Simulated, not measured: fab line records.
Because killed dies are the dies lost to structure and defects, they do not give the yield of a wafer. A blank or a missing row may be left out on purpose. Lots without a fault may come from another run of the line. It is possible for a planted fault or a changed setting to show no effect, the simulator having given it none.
Which tool was responsible? ; flow gf180mcu ; 11 lots, 32 wafers sampled, at 5 steps of a route of 602

## WHAT THE GAUGES READ, wafer by wafer
GF_V5_RS_MEAS_24: measurement is done with a four-point probe. Usual: V5_W_RS typically reads 0.326 ohm/sq, with standard deviation 0.0037.
lot;measured;on;V5_W_RS (ohm/sq);flag
L870;day 26 23:58;film_metro-02;0.324 0.322 0.322;
L871;day 27 08:19;film_metro-02;0.329 0.328 0.324;
L872;day 27 14:59;film_metro-01;0.325 0.323 0.328;
L875;day 28 14:29;film_metro-02;0.326 0.328 0.324;
L876;day 28 23:08;film_metro-02;0.327 0.328 0.327;
L877;day 29 18:29;film_metro-01;0.324 0.328 0.328;
L879;day 30 06:42;film_metro-04;0.332 0.330 0.333;
L880;day 31 00:03;film_metro-02;0.326 0.327 0.327;
L881;day 31 05:59;film_metro-02;0.329 0.329;
L883;day 31 17:40;film_metro-01;0.637 0.328 0.329;OFF
L882;day 31 18:23;film_metro-02;0.652 0.328 0.327;OFF

GF_V5_THK_MEAS_25: measures by xrf. Usual: V5_W_THK typically reads 349 nm, with standard deviation 5.6.
lot;measured;on;V5_W_THK (nm);flag
L870;day 27 00:03;film_metro-02;351 351 351;
L871;day 27 08:26;film_metro-02;343 347 351;
L872;day 27 15:05;film_metro-01;360 363 358;
L875;day 28 14:35;film_metro-02;345 345 346;
L876;day 28 23:15;film_metro-02;344 345 344;
L877;day 29 18:36;film_metro-01;357 351 352;
L879;day 30 06:49;film_metro-04;341 342 341;
L880;day 31 00:10;film_metro-02;349 345 347;
L881;day 31 06:05;film_metro-02;343 343;
L883;day 31 17:47;film_metro-01;181 349 348;OFF
L882;day 31 18:29;film_metro-02;176 343 347;OFF

## WHAT TOOL EACH LOT RAN ON (gives the tool, then ch and the chambers of the sampled wafers, and finally the start)
lot;GF_M4_SPUTTER_01;GF_V4_ETCH_16;GF_V5_CVD_23
L870;pvd_sputter-01, day 22 04:01;rie_diel-01 ch 0,1,3, day 24 03:35;cvd_w-02 ch 0,1, day 26 23:49
L871;pvd_sputter-03, day 22 12:48;rie_diel-01 ch 0,1,2, day 24 11:32;cvd_w-02 ch 0,1, day 27 08:12
L872;pvd_sputter-02, day 22 21:51;rie_diel-01 ch 0,1,3, day 24 19:47;cvd_w-02 ch 0,1, day 27 14:51
L875;pvd_sputter-03, day 23 23:31;rie_diel-04 ch 1,3, day 25 20:11;cvd_w-02 ch 0,1, day 28 14:21
L876;pvd_sputter-02, day 24 10:45;rie_diel-03 ch 0,1,2, day 26 07:10;cvd_w-02 ch 1, day 28 23:01
L877;pvd_sputter-02, day 25 09:04;rie_diel-01 ch 0,1, day 27 04:14;cvd_w-02 ch 0,1, day 29 18:22
L879;pvd_sputter-03, day 25 21:27;rie_diel-04 ch 2,3, day 27 16:22;cvd_w-01 ch 0,1, day 30 06:35
L880;pvd_sputter-03, day 26 18:14;rie_diel-03 ch 0,1, day 28 11:53;cvd_w-02 ch 0,1, day 30 23:55
L881;pvd_sputter-02, day 27 02:28;rie_diel-03 ch 0,2, day 28 19:35;cvd_w-02 ch 1, day 31 05:51
L883;pvd_sputter-02, day 27 12:56;rie_diel-04 ch 0,1, day 29 06:04;cvd_w-02 ch 0,1, day 31 17:34
L882;pvd_sputter-01, day 27 14:19;rie_diel-03 ch 1,3, day 29 06:50;cvd_w-02 ch 0,1, day 31 18:15
- GF_M4_SPUTTER_01: material TiN, target thk 30 nm, time 25 s.
- GF_V4_ETCH_16: etches BARC in N2/H2.
- GF_V5_CVD_23: deposits W, target thk 350 nm, time 104.9 s.

## WHAT THE TOOLS THEMSELVES READ (means of the sampled wafers that have a number; where no wafer has one, the mark that the record gives instead)
GF_M4_SPUTTER_01. Usual: throttle_valve_pct 29.8 %, standard deviation 1.3.
lot;tool;throttle_valve_pct (%);flag
L870;pvd_sputter-01;28.8;
L871;pvd_sputter-03;30.8;
L872;pvd_sputter-02;29.0;
L875;pvd_sputter-03;30.7;
L876;pvd_sputter-02;30.3;
L877;pvd_sputter-02;30.5;
L879;pvd_sputter-03;30.1;
L880;pvd_sputter-03;30.2;
L881;pvd_sputter-02;30.1;
L883;pvd_sputter-02;30.2;
L882;pvd_sputter-01;28.6;

GF_V4_ETCH_16. Usual: drypump_motor_current_A 5.7 A, standard deviation 0.42; h2_flow_sccm 200.0 sccm, standard deviation 0.57; n2_flow_sccm 100.00 sccm, standard deviation 0.29; oes_product_au 0.854 a.u., standard deviation 0.0049; throttle_valve_pct 13.225 %, standard deviation 0.0093.
lot;tool;drypump_motor_current_A (A);h2_flow_sccm (sccm);n2_flow_sccm (sccm);oes_product_au (a.u.);throttle_valve_pct (%);flag
L870;rie_diel-01;5.5;200.4;100.32;0.859;13.224;
L871;rie_diel-01;5.7;199.6;100.37;0.853;13.217;
L872;rie_diel-01;5.5;200.7;100.03;0.852;13.227;
L875;rie_diel-04;5.7;199.8;100.00;0.853;13.220;
L876;rie_diel-03;5.5;200.0;99.78;0.855;13.219;
L877;rie_diel-01;5.3;199.6;100.05;0.853;13.217;
L879;rie_diel-04;6.1;199.5;99.74;0.853;13.218;
L880;rie_diel-03;5.2;199.3;99.89;0.846;13.233;
L881;rie_diel-03;5.8;199.6;99.88;0.855;13.215;
L883;rie_diel-04;5.4;200.1;99.71;0.854;13.230;
L882;rie_diel-03;5.3;200.3;99.41;0.853;13.227;

GF_V5_CVD_23. Usual: heater_power_w 951 W, standard deviation 31.
lot;tool;heater_power_w (W);flag
L870;cvd_w-02;963;
L871;cvd_w-02;966;
L872;cvd_w-02;953;
L875;cvd_w-02;973;
L876;cvd_w-02;969;
L877;cvd_w-02;970;
L879;cvd_w-01;930;
L880;cvd_w-02;983;
L881;cvd_w-02;982;
L883;cvd_w-02;954;
L882;cvd_w-02;951;

## THE ANSWER, worked out from the rows above alone
Rule: take the mean of a lot's wafers that have a number; if it is more than 3 standard deviations from the usual mean, the lot is off. Also off: a lot with no number at a reading for which 4 or more lots have one. Where the step has rows for the other lots, those lots are counted as sound. After the gauges, taken in route order, come the tools' own readings; for these a lot's mean is taken, as printed above. The first step at which some lot is off is used, and at that step the reading that is off furthest; a lot without a number counts as furthest.
Off: at GF_V5_RS_MEAS_24 (V5_W_RS), L883, L882.
If a tool, at a process step before that reading, ran all the lots that are off and no sound lot after the first of them, it fits. Those tools and the gauges at GF_V5_RS_MEAS_24 are tried in the same way. One fits: GF_V5_CVD_23 on cvd_w-02. Its last sound lot is L881 (day 31 05:51), its first lot that is off L883 (day 31 17:34): a fault that began between those two fits.

## WHAT HAD BEEN PUT IN BY THE SIMULATOR
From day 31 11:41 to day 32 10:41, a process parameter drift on cvd_w-02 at GF_V5_CVD_23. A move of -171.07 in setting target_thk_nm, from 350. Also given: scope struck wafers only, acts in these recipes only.
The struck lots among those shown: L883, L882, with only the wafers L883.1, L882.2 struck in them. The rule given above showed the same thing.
